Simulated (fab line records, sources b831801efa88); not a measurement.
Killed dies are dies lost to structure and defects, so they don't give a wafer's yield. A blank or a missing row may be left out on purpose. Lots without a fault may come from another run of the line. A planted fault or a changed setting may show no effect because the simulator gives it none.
Chamber matching | flow gf180mcu | GF_V2_CVD_02 on pecvd-04: 3 sister chambers
The step deposits SiO2 from TEOS, target thk 850 nm, time 94.851 s. 14 wafers are shown with their chamber, then 7 later ones without.

WAFERS WITH THEIR CHAMBER
wafer  | chamber | heater_power_w (W)
L075.2 | 1       | 571
L075.3 | 2       | 542
L075.6 | 1       | 625
L076.1 | 1       | 554
L076.2 | 2       | 459
L076.3 | 0       | 554
L076.4 | 0       | 579
L076.5 | 1       | 615
L076.6 | 2       | 520
L083.2 | 0       | 535
L083.3 | 2       | 495
L083.6 | 2       | 523
L089.2 | 2       | 523
L089.3 | 1       | 576

SIGNATURES (means of the wafers above)
reading        | chamber 0 | chamber 1 | chamber 2 | scatter within a chamber
heater_power_w | 556.00    | 588.20    | 510.33    | 28.5
Rule: a wafer's distance from a chamber is the root of the sum, over the readings, of the square of ((its reading less the chamber's mean) divided by the reading's scatter). The wafer belongs to the nearest chamber; if the next one is less than 2 further off, it can't be placed. The scatter: the root of (the sum of the squares of (reading less its chamber's mean) over the shown wafers, divided by (wafers less chambers)).

WAFERS WITHOUT THEIR CHAMBER
wafer  | heater_power_w (W)
L089.5 | 470
L092.2 | 645
L092.4 | 547
L092.6 | 510
L096.3 | 536
L096.5 | 666
L096.6 | 573

WHICH CHAMBER EACH WENT THROUGH
wafer  | from the rows above          | in truth
L089.5 | can't be placed: 2 or 0      | 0
L092.2 | can't be placed: 1 or 0      | 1
L092.4 | can't be placed: 0 or 2 or 1 | 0
L092.6 | can't be placed: 2 or 0      | 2
L096.3 | can't be placed: 0 or 2 or 1 | 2
L096.5 | can't be placed: 1 or 0      | 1
L096.6 | can't be placed: 1 or 0 or 2 | 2
Placed correctly: 0 of 7. Can't be placed from these rows: 7 (the true chamber is among the candidates in 7). Placed wrongly: 0.
